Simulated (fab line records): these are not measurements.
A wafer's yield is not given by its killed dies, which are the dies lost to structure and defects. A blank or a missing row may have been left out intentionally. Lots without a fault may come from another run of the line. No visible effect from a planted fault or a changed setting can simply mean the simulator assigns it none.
A lot that was struck, set against a sound lot || flow sky130 || 22 steps out of a route of 708
Sound: wafers L477.1, L477.2, L477.5. The struck wafers were L485.3, L485.5, L485.6. At the end, the cause is stated.
Order at every step that has rows: each side's tool, ch and its chambers, its first start. Under that, the readings that differ: sound wafers || struck wafers || difference of the means || sigmas: that difference in standard deviations of wafers without a fault.
alike: readings whose means differ by less than 2 such deviations, and words and numbers that are the same on both sides. not compared: withheld readings, readings that some wafer has no value for, bounds like >300 that may hide the same value, and numbers for which the record gives no deviation and whose values overlap.
A row with sigmas, a row that says differs or no value, or rows on one side alone: a step with any of these is where the two part. When numbers do not overlap yet have no deviation, they are printed without sigmas and do not part them. Lack of a reading on every wafer of one side parts them only where that side has two or more wafers.

SKY_METAL3_SPUTTER_00: material Ti, target thk 15 nm, time 10 s.
  struck on pvdSputter-03, day 40 08:17; sound on pvdSputter-02, day 37 19:23
  alike: cathodeDcPowerW, throttleValvePct
SKY_METAL3_SPUTTER_01: material TiN, target thk 20 nm, time 16.7 s.
  struck on pvdSputter-03, day 40 08:19; sound on pvdSputter-02, day 37 19:25
  alike: cathodeDcPowerW, throttleValvePct
then, 1 step without rows for these wafers: SKY_METAL3_SPUTTER_02 (material AlCu, target thk 735 nm, time 39.1 s).
SKY_METAL3_SPUTTER_03: material Ti, target thk 5 nm, time 3.3 s.
  struck on pvdSputter-03, day 40 08:23; sound on pvdSputter-02, day 37 19:29
  alike: cathodeDcPowerW, throttleValvePct
SKY_METAL3_SPUTTER_04: material TiN, target thk 70 nm, time 58.3 s.
  struck on pvdSputter-03, day 40 08:24; sound on pvdSputter-02, day 37 19:30
  alike: cathodeDcPowerW, throttleValvePct
then, 1 step without rows for these wafers: SKY_CAPM_CVD_00 (deposits SiO2, target thk 15.5 nm).
SKY_CAPM_THK_MEAS_01:
  struck on filmMetro-02, day 40 08:29; sound on filmMetro-03, day 37 19:34
{"reading": "CAPM_CVD_00_THK (nm)", "sound": "15.19 15.05 15.39", "struck": "15.71 15.74 15.64", "difference": "+0.49", "sigmas": "+2"}
SKY_CAPM_SPUTTER_02: material TiN, target thk 200 nm, time 166.7 s.
  struck on pvdSputter-02, day 40 08:32; sound on pvdSputter-04, day 37 19:38
  alike: cathodeDcPowerW, throttleValvePct
SKY_CAPM_RS_MEAS_03: a four-point-probe measurement.
  struck on filmMetro-03, day 40 08:41; sound on filmMetro-04, day 37 19:44
  alike: CAPM_TIN_RS
SKY_CAPM_THK_MEAS_04: measures by xrf.
  struck on filmMetro-03, day 40 08:47; sound on filmMetro-04, day 37 19:52
  alike: CAPM_TIN_THK
then, 2 steps without rows for these wafers: SKY_CAPM_DEHYDRATE_05 (time 60 s); SKY_CAPM_HMDS_06 (prime time 60 s).
SKY_CAPM_COAT_07: resist thk 1140 nm.
  sound on lithoTrack-03 ch 0, day 38 08:28; struck on lithoTrack-03 ch 0, day 40 20:31
{"reading": "spinSpeedRpm (rpm)", "sound": "2998.5 2999.3 2999.5", "struck": "3250.0 3254.0 3253.0", "difference": "+253.2", "sigmas": "+99 or more"}
{"reading": "model.NOVOLAK_of_CAPM_COAT_07.thkNm (nm)", "sound": "1140 1144 1140", "struck": "1093 1096 1094", "difference": -47, "sigmas": ""}
  alike: dispensePressureKPa
then, 4 steps without rows for these wafers: SKY_CAPM_SOFTBAKE_08 (time 60 s); SKY_CAPM_EXPOSE_09 (exposes mask CAPM, target cd 1000 nm); SKY_CAPM_PEB_10; SKY_CAPM_DEVELOP_11 (develop time 60 s).
SKY_CAPM_OVL_MEAS_12:
  struck on overlay-01, day 41 09:11; sound on overlay-02, day 38 21:43
  alike: CAPM_OVL
SKY_CAPM_METAL_ETCH_13: etches TiN in Cl2/BCl3, stops on SiO2, target depth 220 nm, time 62.9 s.
  sound on rieMetal-02 ch 0,1, day 38 21:45; struck on rieMetal-01 ch 0,1, day 41 09:14
{"reading": "model.NOVOLAK_of_CAPM_COAT_07.thkNm (nm)", "sound": "992.6 995 992.8", "struck": "947.5 949.3 946.1", "difference": -45.8, "sigmas": ""}
  alike: drypumpMotorCurrentA, oesProductAu, throttleValvePct
  not compared: rfHoursCounterH
SKY_CAPM_STRIP_14: strips in O2/N2.
  sound on plasmaAsher-04 ch 0,1, day 38 21:50; struck on plasmaAsher-04 ch 0,1, day 41 09:19
{"reading": "stripTimeToEndpointS (s)", "sound": "12.65 12.68 12.67", "struck": "12.13 12.15 12.10", "difference": -0.54, "sigmas": -11}
  alike: drypumpMotorCurrentA, o2FlowSccm, oesProductAu
  not compared: rfHoursCounterH
then, 1 step without rows for these wafers: SKY_CAPM_STRIP_15 (strips in post etch residue remover, time 1200 s).
-- the record jumps here: 8 days lie between the struck wafers' starts before and after (it left off in module CAPM and takes up again in module PAD_OPEN, whose first step shown is number 708 of the route) --
SKY_PAD_OPEN_PROBE_99:
  struck on prober-01, day 48 23:05; sound on prober-01, day 47 00:16
  alike: defectLimitedYield, killed_at_M0_to_M3, killed_at_M4_up, killedAtContacts, killedAtFrontEnd, killedAtOther, killedDies, killedOpen, killedShort, sort_bin_3_pad_short, sort_bin_5_function, sort_bin_6_memory, sortNPass, sortYieldPct

## WHERE THEY PART
At SKY_CAPM_THK_MEAS_01 first; at SKY_CAPM_STRIP_14 last (within this record only). Later steps at which nothing parts them and some readings are alike: SKY_PAD_OPEN_PROBE_99.

WHY: what had been put in by the simulator
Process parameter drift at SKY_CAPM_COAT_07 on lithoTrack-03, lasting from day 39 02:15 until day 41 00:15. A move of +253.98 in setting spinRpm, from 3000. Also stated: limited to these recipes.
